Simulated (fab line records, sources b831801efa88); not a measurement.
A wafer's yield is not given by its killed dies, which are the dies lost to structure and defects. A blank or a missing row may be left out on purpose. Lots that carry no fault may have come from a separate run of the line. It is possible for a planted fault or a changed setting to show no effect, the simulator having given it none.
Problem report, 8D (eight disciplines) form, completed by code	flow sfq_line	the parts of the form that need people (team, actions taken, sign-off) are left out

1. THE ISSUE
Wafers without a fault read 200.1 nm, standard deviation 0.96; thk_nm at SFQ_TRILAYER_I1_METRO_MEASURE_047 reads a mean of 184.4 nm on 5 wafers belonging to 3 lots. Relative to the usual mean, that is a shift of -16 standard deviations.
First seen on wafer L515.6, day 27 12:35, on film_metro-03. The record has a number at this step for 42 wafers belonging to 14 lots. Rule for "out" (also "out of limits"): further than 4 standard deviations from the usual mean. The rest of the wafers with a number are treated as sound.

2. WHAT IT IS; WHAT IT IS NOT
question	is	is not
which readings at this step	thk_nm	-
which lots	L515, L516, L519	L508, L517, L518, L524, L525, L526, L527, L528, L529, L530, L531
which wafers of those lots	L515.6, L516.3, L516.5, L519.3, L519.6	L515.1, L515.2, L516.1, L519.4
read on which tools	film_metro-03	film_metro-02, film_metro-04
when	from day 27 12:35	up to then (5 sound wafers); but 32 sound wafers of L516, L517, L518, L519, L524, L525, L526, L527, L528, L529, L530, L531 came after

3. THE SUSPECTS, EACH WITH WHAT RULES IT OUT
Counting: a tool at a process step up to the reading stays a suspect if it ran every lot that is out. Sound lots after the first of them don't rule it out here, since some wafers of a struck lot are sound.
- cmp-01 at SFQ_TRILAYER_I1_CMP_CMP_046 (polishes SiO2): kept. It ran every lot that is out, first L515 (day 27 09:28).
- film_metro-03 at SFQ_TRILAYER_I1_METRO_MEASURE_047: kept. It processed each lot that is out (first: L515, day 27 12:35); up to then, its last sound lot is L508 (day 24 01:58). On those wafers its own readings are out: thk_nm.
Left after counting: cmp-01 at SFQ_TRILAYER_I1_CMP_CMP_046, film_metro-03 at SFQ_TRILAYER_I1_METRO_MEASURE_047.

4. THE CAUSE (what the simulator had put in)
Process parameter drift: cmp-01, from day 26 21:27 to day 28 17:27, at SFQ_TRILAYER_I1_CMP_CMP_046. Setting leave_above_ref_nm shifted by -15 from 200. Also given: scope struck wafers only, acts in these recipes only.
Counting leaves 2 suspects; this tool is one of them.

5. SEQUENCE OF EFFECTS, ordered by route
Each row: a reading where the mean over the struck wafers with a number is more than 3 standard deviations away from the usual. Scope: only readings with a usual standard deviation given in the record; hours: median across lots of the time from each lot's start at the first step in this table that gives one to its start at this step; sigmas: change in usual standard deviations.
hours	step	reading	usual	on struck wafers	change	sigmas
0	SFQ_TRILAYER_I1_METRO_MEASURE_047	thk_nm	200.1 nm	184.4	-15.7	-16
151	SFQ_TRILAYER_I1_VIA_ETCH_VIA_ETCH_052	oes_product_au	0.855 a.u.	0.819	-0.036	-7.2
The process steps in it:
- SFQ_TRILAYER_I1_METRO_MEASURE_047
- SFQ_TRILAYER_I1_VIA_ETCH_VIA_ETCH_052: etches SiO2 in CHF3, stops on Nb, target depth 260 nm.

6. WHAT WOULD HAVE CAUGHT IT SOONER
The fault began at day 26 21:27; the first out-of-limits reading in this record came at day 27 12:35, 15 hours later.
An alarm limit of 4 standard deviations would not have fired on the tool readings at SFQ_TRILAYER_I1_CMP_CMP_046 for which the record gives a usual standard deviation, since none of them was out on any struck wafer.
Of the lots that are out (3), L516, L519 began SFQ_TRILAYER_I1_CMP_CMP_046 on cmp-01 after day 27 12:35. A hold on the tool at that time would have spared those 2.
